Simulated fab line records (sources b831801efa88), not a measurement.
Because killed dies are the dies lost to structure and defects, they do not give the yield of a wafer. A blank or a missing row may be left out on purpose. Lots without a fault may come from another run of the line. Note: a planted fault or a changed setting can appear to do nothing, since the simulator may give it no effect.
Commonality check across tools -- flow gf180mcu -- 11 lots and 33 wafers in the sample

REASON IT WAS OPENED
Of 11 lots, 2 have the reading TOP_METAL_ALCU_RS flagged at GF_TOP_METAL_RS_MEAS_05. Wafers without a fault read 0.0329 ohm/sq, standard deviation 0.00035.
Rule: a lot is flagged in two cases, either no wafer of it has a number, or all its wafers with numbers fall more than 4 standard deviations from that mean. The other lots count as sound.

lot,measured,on,"TOP_METAL_ALCU_RS (ohm/sq), wafer by wafer",flag
L457,day 27 14:58,film metro-04,0.0327 0.0326 0.0326,
L458,day 27 17:50,film metro-04,0.0326 0.0326 0.0333,
L460,day 28 15:51,film metro-03,0.0332 0.0331 0.0330,
L466,day 30 01:38,film metro-03,0.0662 0.0641 0.0635,FLAGGED
L468,day 30 17:08,film metro-02,0.0623 0.0634 0.0648,FLAGGED
L469,day 30 23:22,film metro-02,0.0333 0.0327 0.0328,
L470,day 31 06:31,film metro-03,0.0330 0.0330 0.0327,
L475,day 32 15:11,film metro-03,0.0324 0.0323 0.0323,
L478,day 33 09:44,film metro-03,0.0331 0.0329 0.0328,
L479,day 33 10:01,film metro-04,0.0328 0.0331 0.0327,
L480,day 33 15:07,film metro-04,0.0333 0.0328 0.0331,
Average over the flagged lots: 0.0640 ohm/sq; offset from the usual +0.0311 ohm/sq, equal to +89 standard deviations.

TOOL THAT RAN EACH LOT
The record holds 2 process steps before the reading, out of a route of 602 steps. In each cell: the tool, then ch and the chambers that the sampled wafers went through, then the start.
lot,flag,GF_MIM_SPUTTER_03,GF_TOP_METAL_SPUTTER_02
L457,,"pvd sputter-03, day 24 21:50","pvd sputter-04, day 27 14:51"
L458,,"pvd sputter-01, day 25 00:13","pvd sputter-02, day 27 17:45"
L460,,"pvd sputter-04, day 25 21:46","pvd sputter-02, day 28 15:44"
L466,FLAGGED,"pvd sputter-04, day 27 11:35","pvd sputter-04, day 30 01:33"
L468,FLAGGED,"pvd sputter-04, day 28 04:49","pvd sputter-04, day 30 17:03"
L469,,"pvd sputter-01, day 28 10:01","pvd sputter-01, day 30 23:16"
L470,,"pvd sputter-01, day 28 18:00","pvd sputter-02, day 31 06:25"
L475,,"pvd sputter-04, day 30 07:35","pvd sputter-02, day 32 15:06"
L478,,"pvd sputter-01, day 31 03:20","pvd sputter-04, day 33 09:37"
L479,,"pvd sputter-04, day 31 04:26","pvd sputter-02, day 33 09:55"
L480,,"pvd sputter-04, day 31 09:40","pvd sputter-02, day 33 15:00"
What these steps do:
- GF_MIM_SPUTTER_03: material Ti, target thk 10 nm, time 6.7 s.
- GF_TOP_METAL_SPUTTER_02: material AlCu, target thk 900 nm, time 47.82 s.
- GF_TOP_METAL_RS_MEAS_05: measures by four-point-probe.

FLAGGED AGAINST TOTAL, ONE TOOL AT A TIME (gauges that did the reading follow at the end)
step,tool,lots run,flagged,share of the flagged lots,sound lots run after its first flagged lot
GF_MIM_SPUTTER_03,pvd sputter-01,4,0,none,-
GF_MIM_SPUTTER_03,pvd sputter-03,1,0,none,-
GF_MIM_SPUTTER_03,pvd sputter-04,6,2,all,"3 (L475,L479,L480)"
GF_TOP_METAL_SPUTTER_02,pvd sputter-01,1,0,none,-
GF_TOP_METAL_SPUTTER_02,pvd sputter-02,6,0,none,-
GF_TOP_METAL_SPUTTER_02,pvd sputter-04,4,2,all,1 (L478)
GF_TOP_METAL_RS_MEAS_05,film metro-02,2,1,some,1 (L469)
GF_TOP_METAL_RS_MEAS_05,film metro-03,5,1,some,"3 (L470,L475,L478)"
GF_TOP_METAL_RS_MEAS_05,film metro-04,4,0,none,-

WHAT IS ALLOWED BY THE TABLE
pvd sputter-04 at GF_MIM_SPUTTER_03 and pvd sputter-04 at GF_TOP_METAL_SPUTTER_02 are the 2 rows of the table that ran each flagged lot.
- pvd sputter-04 at GF_MIM_SPUTTER_03: 2 of its 6 lots flagged. After the first flagged lot (L475, L479, L480), sound lots still ran on it; a lasting fault on the whole tool would not permit that.
- pvd sputter-04 at GF_TOP_METAL_SPUTTER_02: 2 of its 4 lots flagged. After the first flagged lot (L478), sound lots still ran on it; a lasting fault on the whole tool would not permit that.
None of the table's rows ran every flagged lot and, after the first, no sound lot.

WHAT THE SIMULATOR PUT IN
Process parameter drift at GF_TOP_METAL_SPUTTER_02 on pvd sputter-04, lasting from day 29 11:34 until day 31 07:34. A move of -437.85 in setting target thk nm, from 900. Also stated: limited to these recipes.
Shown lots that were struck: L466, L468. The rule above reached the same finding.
